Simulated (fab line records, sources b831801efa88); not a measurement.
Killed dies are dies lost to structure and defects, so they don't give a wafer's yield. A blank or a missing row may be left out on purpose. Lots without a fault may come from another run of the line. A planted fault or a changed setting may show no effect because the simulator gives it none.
A struck lot beside a sound one | flow sky130 | 23 steps out of a route of 708
Sound: wafers L221.3, L221.5, L221.6. Struck: wafer L219.6. (L219.1, L219.4 of the same lot were not struck and are left out.) The cause comes at the end.
At each step with rows: each side's tool, then ch and its chambers, then its first start. Under that, the readings that differ: sound wafers | struck wafers | difference of the means | sigmas: that difference in standard deviations of wafers without a fault.
alike: readings whose means differ by less than 2 such deviations, and words and numbers that are the same on both sides. not compared: withheld readings, readings that some wafer has no value for, bounds like >300 that may hide the same value, and numbers for which the record gives no deviation and whose values overlap.
The two part at a step that has a row with sigmas, a row that says differs or no value, or rows on one side only. Numbers that don't overlap but have no deviation are shown without sigmas and don't part them. A reading that every wafer of one side lacks parts them only if that side has two wafers or more.

first, 1 step without rows for these wafers: SKY_CAP2M_DEVELOP_11 (develop time 60 s).
SKY_CAP2M_OVL_MEAS_12:
  sound on overlay-02, day 45 01:41; struck on overlay-02, day 44 13:16
  alike: CAP2M_OVL
SKY_CAP2M_METAL_ETCH_13: etches TiN in Cl2/BCl3, stops on SiO2, target depth 220 nm, time 62.9 s.
  sound on rie_metal-01 ch 0,1, day 45 01:44; struck on rie_metal-01 ch 0, day 44 13:18
  alike: drypump_motor_current_A, oes_product_au, throttle_valve_pct
  not compared: rf_hours_counter_h
SKY_CAP2M_STRIP_14: strips in O2/N2.
  sound on plasma_asher-03 ch 0,1, day 45 01:49; struck on plasma_asher-02 ch 1, day 44 13:23
  alike: drypump_motor_current_A, oes_product_au, strip_time_to_endpoint_s
  not compared: rf_hours_counter_h
then, 8 steps without rows for these wafers: SKY_CAP2M_STRIP_15 (strips in post etch residue remover, time 1200 s); SKY_CAP2M_CLEAN_16 (cleans in IPA, time 180 s); SKY_CAP2M_CLEAN_17 (cleans in O3/DIW); SKY_METAL4_DEHYDRATE_05 (time 60 s); SKY_METAL4_HMDS_06 (prime time 60 s); SKY_METAL4_COAT_07 (resist thk 60 nm); SKY_METAL4_COAT_08 (resist thk 1140 nm); SKY_METAL4_SOFTBAKE_09 (time 90 s).
SKY_METAL4_EXPOSE_10: exposes mask MM4, target cd 300 nm.
  sound on krf_scanner-02 ch 0, day 45 14:17; struck on krf_scanner-01 ch 0, day 45 01:01
  alike: mask
then, 2 steps without rows for these wafers: SKY_METAL4_PEB_11; SKY_METAL4_DEVELOP_12 (develop time 60 s).
SKY_METAL4_CD_MEAS_13: target cd 300 nm.
  sound on cd_sem-02, day 46 00:29; struck on cd_sem-01, day 45 12:08
  reading    | sound             | struck | difference | sigmas
  cd_nm (nm) | 300.7 300.2 300.7 | 286.5  | -14.0      | -12
SKY_METAL4_OVL_MEAS_14:
  sound on overlay-02, day 46 00:35; struck on overlay-02, day 45 12:16
  alike: METAL4_OVL
SKY_METAL4_DESCUM_15: chemistry O2, time 8 s.
  sound on rie_metal-04 ch 0,1, day 46 00:37; struck on rie_metal-03 ch 0, day 45 12:18
  reading                 | sound             | struck | difference | sigmas
  model.METAL4.cd_nm (nm) | 300.3 300.5 301.2 | 286.5  | -14.2      |
  alike: drypump_motor_current_A, oes_product_au
  not compared: rf_hours_counter_h
SKY_METAL4_ETCH_16: etches BARC in N2/H2, stops on SiO2, time 88.2 s, target depth 60 nm.
  sound on rie_metal-04 ch 0,1, day 46 00:40; struck on rie_metal-03 ch 0, day 45 12:20
  alike: drypump_motor_current_A, oes_product_au, throttle_valve_pct
  not compared: rf_hours_counter_h
SKY_METAL4_ETCH_17: etches SiO2 in C4F8/O2/Ar, stops on TiN, time 3.9 s, target depth 15 nm.
  sound on rie_diel-04 ch 1,2, day 46 00:44; struck on rie_diel-03 ch 3, day 45 12:26
  alike: oes_product_au
  not compared: rf_hours_counter_h
SKY_METAL4_METAL_ETCH_18: etches the open film in Cl2/BCl3, stops on SiO2, target depth 845 nm, time 183.1 s.
  sound on rie_metal-01 ch 0,1, day 46 00:49; struck on rie_metal-01 ch 1, day 45 12:27
  reading                 | sound             | struck | difference | sigmas
  model.METAL4.cd_nm (nm) | 302.8 296.4 301.3 | 284.5  | -15.7      |
  alike: drypump_motor_current_A, oes_product_au, throttle_valve_pct
  not compared: rf_hours_counter_h
SKY_METAL4_STRIP_19: strips in O2/N2.
  sound on plasma_asher-04 ch 0,1, day 46 00:58; struck on plasma_asher-04 ch 1, day 45 12:38
  alike: drypump_motor_current_A, oes_product_au, strip_time_to_endpoint_s
  not compared: rf_hours_counter_h
-- the record jumps here: 4 days lie between the struck wafers' starts before and after (it left off in module METAL4 and takes up again in module PAD_OPEN, whose first step shown is number 708 of the route) --
SKY_PAD_OPEN_PROBE_99:
  sound on prober-02, day 49 15:07; struck on prober-02, day 49 05:05
  reading                        | sound                | struck | difference | sigmas
  defect_limited_yield (%)       | 77.8 79.9 80.9       | 85.0   | +5.5       | +3
  killed_dies                    | 109 99 94            | 74     | -27        | -3
  killed_open                    | 58 60 59             | 42     | -17        | -2
  sort_bin_6_memory (%)          | 7.9 7.5 6.9          | 4.9    | -2.5       | -2
  sort_n_pass                    | 383 393 398          | 418    | +27        | +3
  sort_yield_pct (%)             | 77.8 79.9 80.9       | 85.0   | +5.5       | +3
  model.etest.met4.width_nm (nm) | 304.9 296.4 299.6    | 287.2  | -13.1      |
  model.etest.met4.line_ohm_um   | 0.1367 0.1401 0.1411 | 0.1477 | +0.0084    |
  alike: killed_at_M0_to_M3, killed_at_M4_up, killed_at_contacts, killed_at_front_end, killed_at_other, killed_short, sort_bin_3_pad_short, sort_bin_5_function

WHERE THEY PART
First at SKY_METAL4_CD_MEAS_13; last, within this record, at SKY_PAD_OPEN_PROBE_99.

WHY: what the simulator had put in
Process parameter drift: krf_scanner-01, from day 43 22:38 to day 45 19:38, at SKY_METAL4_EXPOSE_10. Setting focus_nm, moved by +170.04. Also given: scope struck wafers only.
